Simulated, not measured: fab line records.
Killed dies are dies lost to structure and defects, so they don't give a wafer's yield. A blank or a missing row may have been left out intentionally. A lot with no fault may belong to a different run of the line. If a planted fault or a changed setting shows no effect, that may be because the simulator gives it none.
fab line records :: flow sky130
record:
  lots: 7
  wafers: 21
  last_day: 51
route steps=708 shown VT_ADJUST_LVTN@107 VT_ADJUST_NCORE@119 PAD_OPEN@708
lots that met no fault: taken from a fault-free run of the same line
start_h: start of the lot's first displayed wafer, in hours after the record's first day :: wait_h: hours since the lot's step before :: " repeats the value in the row above :: L1.1+2: several wafers, shown together as one row :: - no value, or no start was given :: * or withheld: withheld :: < > ~ a bound
route shown NAME@n: NAME is a module with steps in the file, n the number in the route of the first one :: usual: the fault-free wafers' mean and standard deviation :: same: alike in all rows :: chamber/n: place in a boat :: sites: the reading at each site :: _std_site: the standard deviation of these :: _edge_site: the outer-site mean with the inner-site mean subtracted :: radius_mm: for every site, how far away it sits from the centre of the wafer :: mask NAME#n: copy n :: behind: the tool/chamber that last shaped the wafer :: hold: cause of the lot's hold/its duration in hours/its outcome :: device: the n, p or np transistor that did not switch :: end of line: the route-end tests of the same wafers :: step lacking rows: just its recipe :: killed: not the wafer's yield, but the dies lost to structure and defects at the first sort :: map: shows each die of a wafer: x if killed, . if not, _ if none is there
set.NAME: the setting as run; set.NAME@STEP: as run at that earlier step :: model.NAME: the simulator's own value behind a step, which no gauge read
lots seen at some steps along the route; tables by step, rows by wafer
services: from which hour (start_h, from the record's first day; less than 0 if before it) a tool's chamber was out of use, for how many hours, and why
== steps ==
step: SKY_VT_ADJUST_LVTN_TW_MEAS_10
usual:
  VT_ADJUST_LVTN_TW: 241.9/1.8
lot.wafer: L350.3
tool: film_metro-04
chamber: -
start_h: 168.43
wait_h: 0.1
VT_ADJUST_LVTN_TW: 244.1

lot.wafer: L350.4
tool: film_metro-04
chamber: -
start_h: 168.43
wait_h: 0.1
VT_ADJUST_LVTN_TW: 243.0

lot.wafer: L350.5
tool: film_metro-04
chamber: -
start_h: 168.43
wait_h: 0.1
VT_ADJUST_LVTN_TW: 244.0

lot.wafer: L353.1
tool: film_metro-02
chamber: -
start_h: 185.73
wait_h: 0.1
VT_ADJUST_LVTN_TW: 243.7

lot.wafer: L353.2
tool: film_metro-02
chamber: -
start_h: 185.73
wait_h: 0.1
VT_ADJUST_LVTN_TW: 242.9

lot.wafer: L353.4
tool: film_metro-02
chamber: -
start_h: 185.73
wait_h: 0.1
VT_ADJUST_LVTN_TW: 244.5

lot.wafer: L363.1
tool: film_metro-01
chamber: -
start_h: 254.60
wait_h: 0.1
VT_ADJUST_LVTN_TW: 239.9

lot.wafer: L363.3
tool: film_metro-01
chamber: -
start_h: 254.60
wait_h: 0.1
VT_ADJUST_LVTN_TW: 239.6

lot.wafer: L363.6
tool: film_metro-01
chamber: -
start_h: 254.60
wait_h: 0.1
VT_ADJUST_LVTN_TW: 239.3

lot.wafer: L364.3
tool: film_metro-04
chamber: -
start_h: 257.61
wait_h: 0.1
VT_ADJUST_LVTN_TW: 243.1

lot.wafer: L364.4
tool: film_metro-04
chamber: -
start_h: 257.61
wait_h: 0.1
VT_ADJUST_LVTN_TW: 242.9

lot.wafer: L364.6
tool: film_metro-04
chamber: -
start_h: 257.61
wait_h: 0.1
VT_ADJUST_LVTN_TW: 241.5

lot.wafer: L365.1
tool: film_metro-04
chamber: -
start_h: 262.04
wait_h: 0.1
VT_ADJUST_LVTN_TW: 243.3

lot.wafer: L365.2
tool: film_metro-04
chamber: -
start_h: 262.04
wait_h: 0.1
VT_ADJUST_LVTN_TW: 242.8

lot.wafer: L365.6
tool: film_metro-04
chamber: -
start_h: 262.04
wait_h: 0.1
VT_ADJUST_LVTN_TW: 243.2

lot.wafer: L366.2
tool: film_metro-04
chamber: -
start_h: 268.36
wait_h: 0.1
VT_ADJUST_LVTN_TW: 241.5

lot.wafer: L366.4
tool: film_metro-04
chamber: -
start_h: 268.36
wait_h: 0.1
VT_ADJUST_LVTN_TW: 241.0

lot.wafer: L366.5
tool: film_metro-04
chamber: -
start_h: 268.36
wait_h: 0.1
VT_ADJUST_LVTN_TW: 242.6

lot.wafer: L370.1
tool: film_metro-04
chamber: -
start_h: 292.55
wait_h: 0.1
VT_ADJUST_LVTN_TW: 241.8

lot.wafer: L370.4
tool: film_metro-04
chamber: -
start_h: 292.55
wait_h: 0.1
VT_ADJUST_LVTN_TW: 242.8

lot.wafer: L370.5
tool: film_metro-04
chamber: -
start_h: 292.55
wait_h: 0.1
VT_ADJUST_LVTN_TW: 242.9
step: SKY_VT_ADJUST_LVTN_DEHYDRATE_11
recipe:
  temp_c: 200
  time_s: 60
step: SKY_VT_ADJUST_LVTN_HMDS_12
recipe:
  prime_time_s: 60
  prime_temp_c: 120
step: SKY_VT_ADJUST_LVTN_COAT_13
recipe:
  resist: NOVOLAK
  spin_rpm: 3000
  resist_thk_nm: 1140
step: SKY_VT_ADJUST_LVTN_SOFTBAKE_14
recipe:
  temp_c: 90
  time_s: 60
  resist: NOVOLAK
step: SKY_VT_ADJUST_LVTN_EXPOSE_15
recipe:
  mask_id: HVN_STD_DERIVED
  na: 0.6
  source_shape: conventional
  sigma_outer: 0.6
  polarization: unpolarized
  target_cd_nm: 600
  dose_mj: 163
step: SKY_VT_ADJUST_LVTN_PEB_16
recipe:
  temp_c: withheld
  time_s: *
  resist: NOVOLAK
step: SKY_VT_ADJUST_LVTN_DEVELOP_17
recipe:
  resist: NOVOLAK
  developer: TMAH
  develop_time_s: 60
  dev_temp_c: 23
step: SKY_VT_ADJUST_LVTN_OVL_MEAS_18
usual:
  VT_ADJUST_LVTN_01_OVL: -1.1/1.8
lot.wafer: L350.3
tool: overlay-02
chamber: -
start_h: 188.56
wait_h: 0.1
VT_ADJUST_LVTN_01_OVL[nm]: 0.2

lot.wafer: L350.4
tool: overlay-02
chamber: -
start_h: 188.56
wait_h: 0.1
VT_ADJUST_LVTN_01_OVL[nm]: 1.2

lot.wafer: L350.5
tool: overlay-02
chamber: -
start_h: 188.56
wait_h: 0.1
VT_ADJUST_LVTN_01_OVL[nm]: 0.2

lot.wafer: L353.1
tool: overlay-02
chamber: -
start_h: 207.52
wait_h: 0.1
VT_ADJUST_LVTN_01_OVL[nm]: -4.2

lot.wafer: L353.2
tool: overlay-02
chamber: -
start_h: 207.52
wait_h: 0.1
VT_ADJUST_LVTN_01_OVL[nm]: -5.2

lot.wafer: L353.4
tool: overlay-02
chamber: -
start_h: 207.52
wait_h: 0.1
VT_ADJUST_LVTN_01_OVL[nm]: -1.8

lot.wafer: L363.1
tool: overlay-02
chamber: -
start_h: 279.17
wait_h: 0.1
VT_ADJUST_LVTN_01_OVL[nm]: 1.5

lot.wafer: L363.3
tool: overlay-02
chamber: -
start_h: 279.17
wait_h: 0.1
VT_ADJUST_LVTN_01_OVL[nm]: -2.2

lot.wafer: L363.6
tool: overlay-02
chamber: -
start_h: 279.17
wait_h: 0.1
VT_ADJUST_LVTN_01_OVL[nm]: 0.6

lot.wafer: L364.3
tool: overlay-01
chamber: -
start_h: 283.21
wait_h: 0.1
VT_ADJUST_LVTN_01_OVL[nm]: -1.2

lot.wafer: L364.4
tool: overlay-01
chamber: -
start_h: 283.21
wait_h: 0.1
VT_ADJUST_LVTN_01_OVL[nm]: 1.0

lot.wafer: L364.6
tool: overlay-01
chamber: -
start_h: 283.21
wait_h: 0.1
VT_ADJUST_LVTN_01_OVL[nm]: -0.4

lot.wafer: L365.1
tool: overlay-02
chamber: -
start_h: 286.02
wait_h: 0.1
VT_ADJUST_LVTN_01_OVL[nm]: 1.2

lot.wafer: L365.2
tool: overlay-02
chamber: -
start_h: 286.02
wait_h: 0.1
VT_ADJUST_LVTN_01_OVL[nm]: 2.2

lot.wafer: L365.6
tool: overlay-02
chamber: -
start_h: 286.02
wait_h: 0.1
VT_ADJUST_LVTN_01_OVL[nm]: 2.6

lot.wafer: L366.2
tool: overlay-01
chamber: -
start_h: 292.80
wait_h: 0.1
VT_ADJUST_LVTN_01_OVL[nm]: -3.0

lot.wafer: L366.4
tool: overlay-01
chamber: -
start_h: 292.80
wait_h: 0.1
VT_ADJUST_LVTN_01_OVL[nm]: -1.5

lot.wafer: L366.5
tool: overlay-01
chamber: -
start_h: 292.80
wait_h: 0.1
VT_ADJUST_LVTN_01_OVL[nm]: -3.9

lot.wafer: L370.1
tool: overlay-02
chamber: -
start_h: 318.30
wait_h: 0.1
VT_ADJUST_LVTN_01_OVL[nm]: -1.2

lot.wafer: L370.4
tool: overlay-02
chamber: -
start_h: 318.30
wait_h: 0.1
VT_ADJUST_LVTN_01_OVL[nm]: 0.7

lot.wafer: L370.5
tool: overlay-02
chamber: -
start_h: 318.30
wait_h: 0.1
VT_ADJUST_LVTN_01_OVL[nm]: -0.2
step: SKY_VT_ADJUST_LVTN_IMPLANT_19
recipe:
  species: B
  energy_kev: 30
  dose_cm2: 6.5e+11
  tilt_deg: withheld
step: SKY_VT_ADJUST_LVTN_STRIP_20
recipe:
  chemistry: O2/N2
  power_w: 1400
  pressure_mtorr: 1500
  platen_temp_c: withheld
  o2_flow_sccm: 3000
  n2_flow_sccm: 300
  overash_fraction: 0.5
usual:
  drypump_motor_current_A: 5.5/0.3
  oes_product_au: 0.716/0.0044
  strip_time_to_endpoint_s: 14.15/0.046
lot.wafer: L350.3
tool: plasma_asher-01
chamber: 1
start_h: 188.77
wait_h: 0.1
drypump_motor_current_A: 5.7
oes_product_au: 0.714
rf_hours_counter_h: -
strip_time_to_endpoint_s: 14.19

lot.wafer: L350.4
tool: plasma_asher-01
chamber: 0
start_h: 188.77
wait_h: 0.1
drypump_motor_current_A: 5.2
oes_product_au: 0.728
rf_hours_counter_h: -
strip_time_to_endpoint_s: 14.19

lot.wafer: L350.5
tool: plasma_asher-01
chamber: 0
start_h: 188.77
wait_h: 0.1
drypump_motor_current_A: 5.2
oes_product_au: 0.711
rf_hours_counter_h: -
strip_time_to_endpoint_s: 14.15

lot.wafer: L353.1
tool: plasma_asher-03
chamber: 1
start_h: 207.71
wait_h: 0.1
drypump_motor_current_A: 5.2
oes_product_au: 0.719
rf_hours_counter_h: 8
strip_time_to_endpoint_s: 14.14

lot.wafer: L353.2
tool: plasma_asher-03
chamber: 0
start_h: 207.71
wait_h: 0.1
drypump_motor_current_A: 5.3
oes_product_au: 0.721
rf_hours_counter_h: 8
strip_time_to_endpoint_s: 14.17

lot.wafer: L353.4
tool: plasma_asher-03
chamber: 1
start_h: 207.71
wait_h: 0.1
drypump_motor_current_A: 5.2
oes_product_au: 0.718
rf_hours_counter_h: -
strip_time_to_endpoint_s: 14.18

lot.wafer: L363.1
tool: plasma_asher-03
chamber: 0
start_h: 279.35
wait_h: 0.1
drypump_motor_current_A: 5.3
oes_product_au: 0.709
rf_hours_counter_h: 15
strip_time_to_endpoint_s: 14.10

lot.wafer: L363.3
tool: plasma_asher-03
chamber: 0
start_h: 279.35
wait_h: 0.1
drypump_motor_current_A: 5.3
oes_product_au: 0.710
rf_hours_counter_h: -
strip_time_to_endpoint_s: 14.15

lot.wafer: L363.6
tool: plasma_asher-03
chamber: 0
start_h: 279.35
wait_h: 0.1
drypump_motor_current_A: 5.3
oes_product_au: 0.709
rf_hours_counter_h: -
strip_time_to_endpoint_s: 14.11

lot.wafer: L364.3
tool: plasma_asher-03
chamber: 1
start_h: 283.42
wait_h: 0.1
drypump_motor_current_A: 5.2
oes_product_au: 0.726
rf_hours_counter_h: -
strip_time_to_endpoint_s: 14.19

lot.wafer: L364.4
tool: plasma_asher-03
chamber: 0
start_h: 283.42
wait_h: 0.1
drypump_motor_current_A: 5.3
oes_product_au: 0.722
rf_hours_counter_h: -
strip_time_to_endpoint_s: 14.23

lot.wafer: L364.6
tool: plasma_asher-03
chamber: 0
start_h: 283.42
wait_h: 0.1
drypump_motor_current_A: 5.3
oes_product_au: 0.711
rf_hours_counter_h: -
strip_time_to_endpoint_s: 14.22

lot.wafer: L365.1
tool: plasma_asher-03
chamber: 1
start_h: 286.20
wait_h: 0.1
drypump_motor_current_A: 5.2
oes_product_au: 0.709
rf_hours_counter_h: 16
strip_time_to_endpoint_s: 14.12

lot.wafer: L365.2
tool: plasma_asher-03
chamber: 0
start_h: 286.20
wait_h: 0.1
drypump_motor_current_A: 5.3
oes_product_au: 0.711
rf_hours_counter_h: 16
strip_time_to_endpoint_s: 14.09

lot.wafer: L365.6
tool: plasma_asher-03
chamber: 1
start_h: 286.20
wait_h: 0.1
drypump_motor_current_A: 5.2
oes_product_au: 0.714
rf_hours_counter_h: -
strip_time_to_endpoint_s: 14.06

lot.wafer: L366.2
tool: plasma_asher-01
chamber: 1
start_h: 292.98
wait_h: 0.1
drypump_motor_current_A: 5.7
oes_product_au: 0.711
rf_hours_counter_h: 62
strip_time_to_endpoint_s: 14.14

lot.wafer: L366.4
tool: plasma_asher-01
chamber: 0
start_h: 292.98
wait_h: 0.1
drypump_motor_current_A: 5.2
oes_product_au: 0.714
rf_hours_counter_h: -
strip_time_to_endpoint_s: 14.11

lot.wafer: L366.5
tool: plasma_asher-01
chamber: 1
start_h: 292.98
wait_h: 0.1
drypump_motor_current_A: 5.7
oes_product_au: 0.715
rf_hours_counter_h: -
strip_time_to_endpoint_s: 14.13

lot.wafer: L370.1
tool: plasma_asher-03
chamber: 1
start_h: 318.48
wait_h: 0.1
drypump_motor_current_A: 5.2
oes_product_au: 0.719
rf_hours_counter_h: 19
strip_time_to_endpoint_s: 14.13

lot.wafer: L370.4
tool: plasma_asher-03
chamber: 0
start_h: 318.48
wait_h: 0.1
drypump_motor_current_A: 5.3
oes_product_au: 0.715
rf_hours_counter_h: -
strip_time_to_endpoint_s: 14.19

lot.wafer: L370.5
tool: plasma_asher-03
chamber: 0
start_h: 318.48
wait_h: 0.1
drypump_motor_current_A: 5.3
oes_product_au: 0.717
rf_hours_counter_h: -
strip_time_to_endpoint_s: 14.16
step: SKY_VT_ADJUST_LVTN_TW_MEAS_21
usual:
  VT_ADJUST_LVTN_2_TW: 188.7/1.3
lot.wafer: L350.3
tool: film_metro-02
chamber: -
start_h: 188.86
wait_h: 0.1
VT_ADJUST_LVTN_2_TW: 189.4

lot.wafer: L350.4
tool: film_metro-02
chamber: -
start_h: 188.86
wait_h: 0.1
VT_ADJUST_LVTN_2_TW: 189.0

lot.wafer: L350.5
tool: film_metro-02
chamber: -
start_h: 188.86
wait_h: 0.1
VT_ADJUST_LVTN_2_TW: 188.9

lot.wafer: L353.1
tool: film_metro-02
chamber: -
start_h: 207.81
wait_h: 0.1
VT_ADJUST_LVTN_2_TW: 189.2

lot.wafer: L353.2
tool: film_metro-02
chamber: -
start_h: 207.81
wait_h: 0.1
VT_ADJUST_LVTN_2_TW: 188.7

lot.wafer: L353.4
tool: film_metro-02
chamber: -
start_h: 207.81
wait_h: 0.1
VT_ADJUST_LVTN_2_TW: 189.6

lot.wafer: L363.1
tool: film_metro-02
chamber: -
start_h: 279.45
wait_h: 0.1
VT_ADJUST_LVTN_2_TW: 189.0

lot.wafer: L363.3
tool: film_metro-02
chamber: -
start_h: 279.45
wait_h: 0.1
VT_ADJUST_LVTN_2_TW: 189.5

lot.wafer: L363.6
tool: film_metro-02
chamber: -
start_h: 279.45
wait_h: 0.1
VT_ADJUST_LVTN_2_TW: 189.0

lot.wafer: L364.3
tool: film_metro-01
chamber: -
start_h: 283.51
wait_h: 0.1
VT_ADJUST_LVTN_2_TW: 187.3

lot.wafer: L364.4
tool: film_metro-01
chamber: -
start_h: 283.51
wait_h: 0.1
VT_ADJUST_LVTN_2_TW: 185.7

lot.wafer: L364.6
tool: film_metro-01
chamber: -
start_h: 283.51
wait_h: 0.1
VT_ADJUST_LVTN_2_TW: 186.5

lot.wafer: L365.1
tool: film_metro-02
chamber: -
start_h: 286.30
wait_h: 0.1
VT_ADJUST_LVTN_2_TW: 189.4

lot.wafer: L365.2
tool: film_metro-02
chamber: -
start_h: 286.30
wait_h: 0.1
VT_ADJUST_LVTN_2_TW: 189.9

lot.wafer: L365.6
tool: film_metro-02
chamber: -
start_h: 286.30
wait_h: 0.1
VT_ADJUST_LVTN_2_TW: 188.9

lot.wafer: L366.2
tool: film_metro-01
chamber: -
start_h: 293.09
wait_h: 0.1
VT_ADJUST_LVTN_2_TW: 186.0

lot.wafer: L366.4
tool: film_metro-01
chamber: -
start_h: 293.09
wait_h: 0.1
VT_ADJUST_LVTN_2_TW: 186.0

lot.wafer: L366.5
tool: film_metro-01
chamber: -
start_h: 293.09
wait_h: 0.1
VT_ADJUST_LVTN_2_TW: 185.7

lot.wafer: L370.1
tool: film_metro-04
chamber: -
start_h: 318.58
wait_h: 0.1
VT_ADJUST_LVTN_2_TW: 188.5

lot.wafer: L370.4
tool: film_metro-04
chamber: -
start_h: 318.58
wait_h: 0.1
VT_ADJUST_LVTN_2_TW: 190.7

lot.wafer: L370.5
tool: film_metro-04
chamber: -
start_h: 318.58
wait_h: 0.1
VT_ADJUST_LVTN_2_TW: 190.0
step: SKY_VT_ADJUST_NCORE_DEHYDRATE_00
recipe:
  temp_c: 200
  time_s: 60
usual:
  heater_power_total_W: 160.38/0.13
  resist_line_temp_C: 22.98/0.12
  run_length_s: 89.35/0.12
lot.wafer: L350.3
tool: litho_track-02
chamber: 0
start_h: 199.17
wait_h: 10.3
heater_power_total_W: 160.49
resist_line_temp_C: 23.08
run_length_s: 89.39

lot.wafer: L350.4
tool: litho_track-02
chamber: 0
start_h: 199.17
wait_h: 10.3
heater_power_total_W: 160.24
resist_line_temp_C: 23.09
run_length_s: 89.27

lot.wafer: L350.5
tool: litho_track-02
chamber: 0
start_h: 199.17
wait_h: 10.3
heater_power_total_W: 160.28
resist_line_temp_C: 23.17
run_length_s: 89.35

lot.wafer: L353.1
tool: litho_track-03
chamber: 0
start_h: 217.67
wait_h: 9.9
heater_power_total_W: 160.44
resist_line_temp_C: 22.90
run_length_s: 89.29

lot.wafer: L353.2
tool: litho_track-03
chamber: 0
start_h: 217.67
wait_h: 9.9
heater_power_total_W: 160.05
resist_line_temp_C: 23.09
run_length_s: 89.33

lot.wafer: L353.4
tool: litho_track-03
chamber: 0
start_h: 217.67
wait_h: 9.9
heater_power_total_W: 160.19
resist_line_temp_C: 23.00
run_length_s: 89.27

lot.wafer: L363.1
tool: litho_track-02
chamber: 0
start_h: 291.32
wait_h: 11.9
heater_power_total_W: 163.01
resist_line_temp_C: 23.11
run_length_s: 86.64

lot.wafer: L363.3
tool: litho_track-02
chamber: 0
start_h: 291.32
wait_h: 11.9
heater_power_total_W: 163.27
resist_line_temp_C: 23.05
run_length_s: 86.79

lot.wafer: L363.6
tool: litho_track-02
chamber: 0
start_h: 291.32
wait_h: 11.9
heater_power_total_W: 163.20
resist_line_temp_C: 22.96
run_length_s: 86.97

lot.wafer: L364.3
tool: litho_track-02
chamber: 0
start_h: 295.02
wait_h: 11.5
heater_power_total_W: 163.09
resist_line_temp_C: 22.84
run_length_s: 86.61

lot.wafer: L364.4
tool: litho_track-02
chamber: 0
start_h: 295.02
wait_h: 11.5
heater_power_total_W: 163.15
resist_line_temp_C: 23.00
run_length_s: 86.57

lot.wafer: L364.6
tool: litho_track-02
chamber: 0
start_h: 295.02
wait_h: 11.5
heater_power_total_W: 162.89
resist_line_temp_C: 22.97
run_length_s: 86.75

lot.wafer: L365.1
tool: litho_track-03
chamber: 0
start_h: 297.97
wait_h: 11.7
heater_power_total_W: 160.48
resist_line_temp_C: 23.11
run_length_s: 89.26

lot.wafer: L365.2
tool: litho_track-03
chamber: 0
start_h: 297.97
wait_h: 11.7
heater_power_total_W: 160.43
resist_line_temp_C: 22.98
run_length_s: 89.27

lot.wafer: L365.6
tool: litho_track-03
chamber: 0
start_h: 297.97
wait_h: 11.7
heater_power_total_W: 160.54
resist_line_temp_C: 22.99
run_length_s: 89.39

lot.wafer: L366.2
tool: litho_track-02
chamber: 0
start_h: 305.29
wait_h: 12.2
heater_power_total_W: 163.16
resist_line_temp_C: 23.04
run_length_s: 86.84

lot.wafer: L366.4
tool: litho_track-02
chamber: 0
start_h: 305.29
wait_h: 12.2
heater_power_total_W: 162.92
resist_line_temp_C: 22.97
run_length_s: 86.60

lot.wafer: L366.5
tool: litho_track-02
chamber: 0
start_h: 305.29
wait_h: 12.2
heater_power_total_W: 163.21
resist_line_temp_C: 23.03
run_length_s: 86.75

lot.wafer: L370.1
tool: litho_track-03
chamber: 0
start_h: 330.82
wait_h: 12.2
heater_power_total_W: 160.19
resist_line_temp_C: 22.95
run_length_s: 89.39

lot.wafer: L370.4
tool: litho_track-03
chamber: 0
start_h: 330.82
wait_h: 12.2
heater_power_total_W: 160.42
resist_line_temp_C: 23.01
run_length_s: 89.25

lot.wafer: L370.5
tool: litho_track-03
chamber: 0
start_h: 330.82
wait_h: 12.2
heater_power_total_W: 160.35
resist_line_temp_C: 23.05
run_length_s: 89.54
step: SKY_VT_ADJUST_NCORE_HMDS_01
recipe:
  prime_time_s: 60
  prime_temp_c: 120
step: SKY_PAD_OPEN_PROBE_99
usual:
  killed_at_M0_to_M3: 43/7.3
  killed_at_M4_up: 3.4/2.1
  killed_at_contacts: 24/5.9
  killed_at_front_end: 14/4
  killed_at_other: 0.3/0.54
  killed_dies: 85/10
  killed_open: 46/7.7
  killed_short: 38/6
same:
  gross_dies: 492
  killed_at_back_side: 0
lot.wafer: L353.1
tool: prober-02
chamber: -
start_h: 1130.02
wait_h: 0.1
killed_at_M0_to_M3: 58
killed_at_M4_up: 2
killed_at_contacts: 22
killed_at_front_end: 21
killed_at_other: 1
killed_dies: 104
killed_open: 59
killed_short: 45

lot.wafer: L353.2
tool: prober-02
chamber: -
start_h: 1130.07
wait_h: 0.1
killed_at_M0_to_M3: 57
killed_at_M4_up: 2
killed_at_contacts: 31
killed_at_front_end: 8
killed_at_other: 0
killed_dies: 98
killed_open: 56
killed_short: 42

lot.wafer: L353.4
tool: prober-02
chamber: -
start_h: 1130.17
wait_h: 0.2
killed_at_M0_to_M3: 42
killed_at_M4_up: 2
killed_at_contacts: 24
killed_at_front_end: 8
killed_at_other: 0
killed_dies: 76
killed_open: 46
killed_short: 30

lot.wafer: L363.1
tool: prober-02
chamber: -
start_h: 1192.42
wait_h: 0.1
killed_at_M0_to_M3: 47
killed_at_M4_up: 6
killed_at_contacts: 22
killed_at_front_end: 15
killed_at_other: 1
killed_dies: 91
killed_open: 50
killed_short: 41

lot.wafer: L363.3
tool: prober-02
chamber: -
start_h: 1192.52
wait_h: 0.2
killed_at_M0_to_M3: 51
killed_at_M4_up: 4
killed_at_contacts: 19
killed_at_front_end: 10
killed_at_other: 1
killed_dies: 85
killed_open: 39
killed_short: 46

lot.wafer: L363.6
tool: prober-02
chamber: -
start_h: 1192.67
wait_h: 0.2
killed_at_M0_to_M3: 36
killed_at_M4_up: 1
killed_at_contacts: 23
killed_at_front_end: 18
killed_at_other: 1
killed_dies: 79
killed_open: 42
killed_short: 35

lot.wafer: L365.1
tool: prober-02
chamber: -
start_h: 1197.93
wait_h: 0.1
killed_at_M0_to_M3: 47
killed_at_M4_up: 1
killed_at_contacts: 25
killed_at_front_end: 19
killed_at_other: 1
killed_dies: 93
killed_open: 56
killed_short: 37

lot.wafer: L365.2
tool: prober-02
chamber: -
start_h: 1197.98
wait_h: 0.1
killed_at_M0_to_M3: 48
killed_at_M4_up: 5
killed_at_contacts: 25
killed_at_front_end: 16
killed_at_other: 0
killed_dies: 94
killed_open: 50
killed_short: 44

lot.wafer: L365.6
tool: prober-02
chamber: -
start_h: 1198.18
wait_h: 0.2
killed_at_M0_to_M3: 42
killed_at_M4_up: 3
killed_at_contacts: 34
killed_at_front_end: 9
killed_at_other: 0
killed_dies: 88
killed_open: 47
killed_short: 41

lot.wafer: L366.2
tool: prober-01
chamber: -
start_h: 1200.64
wait_h: 0.1
killed_at_M0_to_M3: 44
killed_at_M4_up: 1
killed_at_contacts: 31
killed_at_front_end: 11
killed_at_other: 0
killed_dies: 87
killed_open: 49
killed_short: 38

lot.wafer: L366.4
tool: prober-01
chamber: -
start_h: 1200.74
wait_h: 0.2
killed_at_M0_to_M3: 33
killed_at_M4_up: 5
killed_at_contacts: 25
killed_at_front_end: 17
killed_at_other: 1
killed_dies: 81
killed_open: 42
killed_short: 39

lot.wafer: L366.5
tool: prober-01
chamber: -
start_h: 1200.79
wait_h: 0.2
killed_at_M0_to_M3: 55
killed_at_M4_up: 5
killed_at_contacts: 16
killed_at_front_end: 11
killed_at_other: 0
killed_dies: 87
killed_open: 40
killed_short: 47
killed by level:class
L353.1 VIA1:geometric_particle:open=14 VIA1:geometric_particle:short=9 LI_CONTACT:geometric_particle:open=8 CONTACT:geometric_particle:open=7 FIELD_ISO:geometric_particle:open=6 METAL1:geometric_particle:short=6 VIA3:geometric_particle:open=6 FIELD_ISO:geometric_particle:short=5
L353.2 CONTACT:geometric_particle:open=11 VIA1:geometric_particle:open=11 VIA2:geometric_particle:open=11 LI_CONTACT:geometric_particle:open=8 VIA1:geometric_particle:short=7 METAL1:geometric_particle:short=7 CONTACT:geometric_particle:short=6 METAL2:geometric_particle:short=6
L353.4 CONTACT:geometric_particle:open=11 VIA1:geometric_particle:open=9 METAL1:geometric_particle:short=6 LI_CONTACT:geometric_particle:open=5 VIA1:geometric_particle:short=5 VIA2:geometric_particle:open=5 METAL2:geometric_particle:short=4 VIA3:geometric_particle:open=4
L363.1 VIA1:geometric_particle:open=11 CONTACT:geometric_particle:open=10 VIA2:geometric_particle:open=8 VIA3:geometric_particle:open=8 FIELD_ISO:geometric_particle:short=5 LOCAL_INTERCONNECT:geometric_particle:short=5 METAL1:geometric_particle:short=5 METAL2:geometric_particle:short=5
L363.3 VIA3:geometric_particle:open=9 CONTACT:geometric_particle:open=8 VIA2:geometric_particle:open=7 METAL2:geometric_particle:short=6 CONTACT:geometric_particle:short=6 METAL1:geometric_particle:short=5 VIA1:geometric_particle:open=5 VIA3:geometric_particle:short=5
L363.6 CONTACT:geometric_particle:open=11 VIA1:geometric_particle:open=11 FIELD_ISO:geometric_particle:short=7 VIA3:geometric_particle:open=6 LI_CONTACT:geometric_particle:open=6 METAL2:geometric_particle:short=4 FIELD_ISO:geometric_particle:open=3 POLY_GATE:geometric_particle:open=3
L365.1 VIA1:geometric_particle:open=13 CONTACT:geometric_particle:open=10 VIA3:geometric_particle:open=9 LI_CONTACT:geometric_particle:open=7 FIELD_ISO:geometric_particle:open=6 METAL2:geometric_particle:short=5 VIA1:geometric_particle:short=4 CONTACT:geometric_particle:short=4
L365.2 CONTACT:geometric_particle:open=12 VIA1:geometric_particle:open=11 LI_CONTACT:geometric_particle:open=7 VIA3:geometric_particle:short=7 VIA3:geometric_particle:open=7 VIA1:geometric_particle:short=6 METAL4:geometric_particle:short=5 METAL1:geometric_particle:short=4
L365.6 LI_CONTACT:geometric_particle:open=13 VIA1:geometric_particle:open=10 CONTACT:geometric_particle:open=9 CONTACT:geometric_particle:short=7 METAL2:geometric_particle:short=6 VIA2:geometric_particle:open=6 FIELD_ISO:geometric_particle:short=4 VIA2:geometric_particle:short=4
L366.2 CONTACT:geometric_particle:open=15 VIA1:geometric_particle:open=10 LI_CONTACT:geometric_particle:open=8 METAL2:geometric_particle:short=6 LOCAL_INTERCONNECT:geometric_particle:short=5 VIA2:geometric_particle:open=5 POLY_GATE:geometric_particle:open=4 METAL1:geometric_particle:short=4
L366.4 CONTACT:geometric_particle:open=11 VIA2:geometric_particle:open=8 VIA1:geometric_particle:open=7 FIELD_ISO:geometric_particle:short=5 FIELD_ISO:geometric_particle:open=5 METAL4:geometric_particle:short=5 LI_CONTACT:geometric_particle:open=5 POLY_GATE:geometric_particle:short=4
L366.5 VIA1:geometric_particle:short=12 VIA1:geometric_particle:open=9 VIA2:geometric_particle:short=8 LI_CONTACT:geometric_particle:open=7 VIA2:geometric_particle:open=7 VIA3:geometric_particle:open=5 METAL1:geometric_particle:short=5 FIELD_ISO:geometric_particle:short=4
== services ==
tool: plasma_asher-01
chamber: -
start_h: 182.72
hours: 3.4
kind: repair

tool: plasma_asher-01
chamber: -
start_h: 239.63
hours: 2.8
kind: pm

tool: plasma_asher-03
chamber: -
start_h: 293.40
hours: 2.7
kind: repair

tool: litho_track-02
chamber: -
start_h: 299.63
hours: -
kind: consumable_replace:filter
== key ==
first_sign:
  step: SKY_VT_ADJUST_NCORE_DEHYDRATE_00
  reading: run_length_s
  direction: down
  sigmas: 23
  usual: *
  struck: *
effect:
  step: SKY_VT_ADJUST_NCORE_DEHYDRATE_00
  reading: heater_power_total_W
  direction: up
  sigmas: 22
  usual: *
  struck: *
met_at SKY_VT_ADJUST_NCORE_DEHYDRATE_00
struck_wafers L363.1,L363.3,L363.6,L364.3,L364.4,L364.6,L366.2,L366.4,L366.5
tester_left_out L363,L364,L366
onset_between 199.17 291.32
fault:
  kind: process_parameter_drift
  tool: litho_track-02
  chamber: -
  onset_h: 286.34
  steps: SKY_VT_ADJUST_NCORE_DEHYDRATE_00
  channel: time_s
  offset: *
  shape: step
  end_h: 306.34
  acts_in: *
  stated: *
tester_left_out: of these lots the tester's yield and bins aren't shown, on N5 and GAA mostly nor the transistor test; their killed dies are dies lost to structure and defects alone, not to doping, threshold or leakage, so they don't give the yield
